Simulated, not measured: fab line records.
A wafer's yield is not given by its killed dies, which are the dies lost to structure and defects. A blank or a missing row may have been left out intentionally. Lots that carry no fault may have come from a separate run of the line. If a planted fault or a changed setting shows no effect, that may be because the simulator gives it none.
Struck lot and sound lot, side by side / flow sky130 / 15 out of 708 route steps
Sound: the wafers L732.1, L732.4, L732.5. Struck: wafers L741.4, L741.5, L741.6. The cause is named last.
Order at every step that has rows: each side's tool, ch and its chambers, its first start. Under that, the readings that differ: sound wafers / struck wafers / difference of the means / sigmas: that difference in standard deviations of wafers without a fault.
alike: a reading whose means differ by less than 2 such deviations, as well as words and numbers matching on both sides. not compared: withheld readings; readings where some wafer has no value; bounds like >300 that might hide an equal value; numbers whose values overlap and for which the record gives no deviation.
Wherever a step has rows on one side only, a row that says differs or no value, or a row with sigmas, the two part there. Numbers that don't overlap but have no deviation are shown without sigmas and don't part them. A reading missing from all wafers of one side parts the sides only when that side holds two or more wafers.

first, 7 steps without rows for these wafers: SKY_METAL4_HMDS_06 (prime time 60 s); SKY_METAL4_COAT_07 (resist thk 59.37 nm); SKY_METAL4_COAT_08 (resist thk 1140 nm); SKY_METAL4_SOFTBAKE_09 (time 90 s); SKY_METAL4_EXPOSE_10 (exposes mask MM4, target cd 300 nm); SKY_METAL4_PEB_11; SKY_METAL4_DEVELOP_12 (develop time 60 s).
SKY_METAL4_CD_MEAS_13: the cd target is 300 nm.
  sound on cdSem-01 at day 41 11:53; struck on cdSem-01 at day 44 07:24
  alike: cdNm
SKY_METAL4_OVL_MEAS_14:
  sound on overlay-01 at day 41 12:01; struck on overlay-01 at day 44 07:29
  alike: METAL4_OVL
SKY_METAL4_DESCUM_15: chemistry O2, time 8 s.
  sound on rieMetal-03 ch 0, day 41 12:03; struck on rieMetal-02 ch 0,1, day 44 07:31
  alike: drypumpMotorCurrentA, oesProductAu
  not compared: rfHoursCounterH
SKY_METAL4_ETCH_16: etches BARC in N2/H2, stops on SiO2, time 88.2 s, target depth 60 nm.
  sound on rieMetal-03 ch 0, day 41 12:07; struck on rieMetal-02 ch 0,1, day 44 07:34
  alike: biasW, chamberPressureMTorr, drypumpMotorCurrentA, oesProductAu, throttleValvePct
  not compared: rfHoursCounterH
SKY_METAL4_ETCH_17: etches SiO2 in C4F8/O2/Ar, stops on TiN, time 3.9 s, target depth 15 nm.
  sound on rieDiel-01 ch 1,2, day 41 12:19; struck on rieDiel-04 ch 1,2,3, day 44 07:38
  alike: biasW, chamberPressureMTorr, oesProductAu
  not compared: rfHoursCounterH
SKY_METAL4_METAL_ETCH_18: etches the open film in Cl2/BCl3, stops on SiO2, target depth 845 nm, time 183.1 s.
  sound on rieMetal-04 ch 0,1, day 41 12:20; struck on rieMetal-04 ch 0,1, day 44 07:44
  no value came back on the struck wafers for any of 6 readings (bcl3FlowSccm (sccm), biasW (W) and others); on the sound wafers bcl3FlowSccm (sccm) reads 30.09 30.09 30.16
reading=model.KrF-thick_of_METAL4_COAT_08.thkNm (nm); sound=521.8 524 526.1; struck=1072 1073 1071; difference=+548; sigmas=
reading=model.SiO2_of_VIA3_HDPCVD_00.thkNm (nm); sound=434.8 434 434.7; struck=461.3 460.9 460.2; difference=+26.3; sigmas=
  not compared: rfHoursCounterH
SKY_METAL4_STRIP_19: strips in O2/N2.
  sound on plasmaAsher-02 ch 0,1, day 41 12:30; struck on plasmaAsher-04 ch 0,1, day 44 07:55
reading=oesProductAu (a.u.); sound=0.502 0.508 0.500; struck=0.711 0.721 0.711; difference=+0.211; sigmas=+38
reading=stripTimeToEndpointS (s); sound=6.46 6.50 6.51; struck=11.82 11.82 11.80; difference=+5.32; sigmas=+84
  alike: drypumpMotorCurrentA
  not compared: rfHoursCounterH
then, 1 step without rows for these wafers: SKY_METAL4_STRIP_20 (strips in post etch residue remover, time 1200 s).

== WHERE THEY PART ==
Earliest at SKY_METAL4_METAL_ETCH_18; latest, in this record, at SKY_METAL4_STRIP_19.

WHY: what the simulator had put in
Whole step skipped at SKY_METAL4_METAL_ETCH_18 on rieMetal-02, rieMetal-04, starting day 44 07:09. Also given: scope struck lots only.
